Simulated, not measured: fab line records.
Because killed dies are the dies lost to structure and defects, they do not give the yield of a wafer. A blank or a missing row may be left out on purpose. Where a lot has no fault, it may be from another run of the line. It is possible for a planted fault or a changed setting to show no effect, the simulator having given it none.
The tool behind it: which one? -- flow gf180mcu -- Sampling: 13 lots, 39 wafers, 4 of 602 route steps

== WHAT THE GAUGES SHOWED, per wafer ==
GF_V2_THK_MEAS_25: measures by xrf. Usual: V2_W_THK 363 nm, standard deviation 6.5.
lot,measured,on,V2_W_THK (nm),flag
L342,day 20 08:47,film-metro-04,369 371 370,
L343,day 21 01:43,film-metro-04,366 363 363,
L345,day 21 12:01,film-metro-03,362 367 370,
L344,day 21 14:23,film-metro-04,372 365 371,
L346,day 21 19:49,film-metro-02,361 365 365,
L347,day 22 10:44,film-metro-04,370 370 362,
L348,day 22 13:21,film-metro-03,370 359 371,
L349,day 23 04:26,film-metro-02,351 358 352,
L350,day 23 11:10,film-metro-03,354 355 351,
L351,day 23 19:38,film-metro-02,362 358 359,
L352,day 24 08:41,film-metro-03,357 359 364,
L360,day 26 16:22,film-metro-03,358 344 348,
L364,day 28 05:22,film-metro-03,366 375 365,

GF_V3_CD_MEAS_14 targets a cd of 260 nm. Usual: 260.3 nm for cd-nm, sd 1.4.
lot,measured,on,cd-nm (nm),flag
L342,day 22 10:55,cd-sem-01,262.0 262.0 260.8,
L343,day 23 02:20,cd-sem-01,258.4 258.9 258.3,
L345,day 23 12:43,cd-sem-02,259.7 259.7 260.1,
L344,day 23 15:17,cd-sem-01,261.7 261.2 260.1,
L346,day 23 20:25,cd-sem-02,259.9 259.0 259.2,
L347,day 24 10:42,cd-sem-01,262.3 261.6 261.4,
L348,day 24 13:50,cd-sem-02,261.9 261.0 261.8,
L349,day 25 02:47,cd-sem-01,259.5 260.6 261.6,
L350,day 25 10:11,cd-sem-01,261.6 260.4 262.5,
L351,day 25 17:43,cd-sem-01,260.9 260.6 261.3,
L352,day 26 05:35,cd-sem-02,259.2 260.0 260.1,
L360,day 28 11:04,cd-sem-02,260.5 260.3 260.9,
L364,day 29 21:16,cd-sem-01,262.2 262.1 262.4,

== EACH LOT AND THE TOOL THAT RAN IT (in order: tool; ch and the chambers of the sampled wafers; start) ==
lot,GF_V2_SPUTTER_22,GF_V3_CMP_04
L342,"pvd-sputter-03, day 20 08:26","cmp-01 ch 2,3, day 21 10:40"
L343,"pvd-sputter-03, day 21 01:26","cmp-02 ch 0,2,3, day 22 02:37"
L345,"pvd-sputter-04, day 21 11:45","cmp-01 ch 0,3, day 22 13:17"
L344,"pvd-sputter-04, day 21 14:06","cmp-01 ch 1,2,3, day 22 15:53"
L346,"pvd-sputter-01, day 21 19:32","cmp-01 ch 2,3, day 22 21:26"
L347,"pvd-sputter-01, day 22 10:26","cmp-02 ch 0,1,2, day 23 11:33"
L348,"pvd-sputter-01, day 22 13:04","cmp-01 ch 0,1, day 23 14:28"
L349,"pvd-sputter-04, day 23 04:03","cmp-01 ch 1,3, day 24 04:50"
L350,"pvd-sputter-01, day 23 10:46","cmp-01 ch 0,3, day 24 11:29"
L351,"pvd-sputter-04, day 23 19:20","cmp-02 ch 0,1, day 24 19:56"
L352,"pvd-sputter-01, day 24 08:24","cmp-01 ch 2,3, day 25 08:08"
L360,"pvd-sputter-04, day 26 16:05","cmp-01 ch 1,2,3, day 27 14:36"
L364,"pvd-sputter-04, day 28 05:05","cmp-02 ch 0,2,3, day 29 02:01"
- GF_V2_SPUTTER_22: material TiN, target thk 10 nm, time 40 s.
- GF_V3_CMP_04: polishes SiO2.

== WHAT THE TOOLS THEMSELVES READ (means of the sampled wafers that have a number; where no wafer has one, the mark that the record gives instead) ==
GF_V2_SPUTTER_22. Usual: 30.6 % for throttle-valve-pct, sd 0.78.
lot,tool,throttle-valve-pct (%),flag
L342,pvd-sputter-03,31.1,
L343,pvd-sputter-03,30.7,
L345,pvd-sputter-04,31.1,
L344,pvd-sputter-04,31.0,
L346,pvd-sputter-01,30.1,
L347,pvd-sputter-01,30.0,
L348,pvd-sputter-01,29.8,
L349,pvd-sputter-04,31.1,
L350,pvd-sputter-01,30.0,
L351,pvd-sputter-04,31.4,
L352,pvd-sputter-01,30.3,
L360,pvd-sputter-04,31.2,
L364,pvd-sputter-04,30.8,

GF_V3_CMP_04. Usual: motor-current-A 11.7 A, standard deviation 1.6; platen-rpm 60.01 rpm, standard deviation 0.035; time-to-endpoint-s 81 s, standard deviation 6.
lot,tool,motor-current-A (A),platen-rpm (rpm),time-to-endpoint-s (s),flag
L342,cmp-01,12.7,59.98,81,
L343,cmp-02,12.3,60.02,81,
L345,cmp-01,11.5,60.02,83,
L344,cmp-01,12.0,60.03,83,
L346,cmp-01,12.4,60.00,84,
L347,cmp-02,12.4,59.98,81,
L348,cmp-01,10.2,59.98,87,
L349,cmp-01,11.0,60.02,81,
L350,cmp-01,12.7,60.02,79,
L351,cmp-02,13.9,59.99,81,
L352,cmp-01,13.4,60.01,76,
L360,cmp-01,11.7,62.00,74,OFF
L364,cmp-02,12.1,60.00,79,

== THE ANSWER, worked out from the rows above alone ==
Rule: a lot counts as off when the mean over its wafers that have a number is more than 3 standard deviations away from the usual mean. Also off: a lot with no number at a reading for which 4 or more lots have one. All remaining lots with rows at the step are treated as sound. The gauges are gone through in route order, then the tools' own readings, and for those a lot's mean is taken as printed above. The first step at which some lot is off is used, and at that step the reading that is off furthest; a lot without a number counts as furthest.
Off, at GF_V3_CMP_04 on platen-rpm: L360.
If a tool, at that step or one of the process steps before it, ran each lot that is off and ran no sound lot following the first of them, it fits. One fits: cmp-01 at GF_V3_CMP_04. Its last sound lot is L352 (day 25 08:08), its first lot that is off L360 (day 27 14:36): a fault that began between those two fits.
The tool's own readings at GF_V3_CMP_04 bear it out: on the lots that are off they differ by more than 5 times the standard deviation of the sound lots' means. platen-rpm reads 62.00 rpm there against 60.00 rpm on the sound lots.

== WHAT HAD BEEN PUT IN BY THE SIMULATOR ==
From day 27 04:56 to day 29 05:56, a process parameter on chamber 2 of cmp-01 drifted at GF_V3_CMP_04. The setting platen-rpm was moved by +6, starting from 60. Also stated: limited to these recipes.
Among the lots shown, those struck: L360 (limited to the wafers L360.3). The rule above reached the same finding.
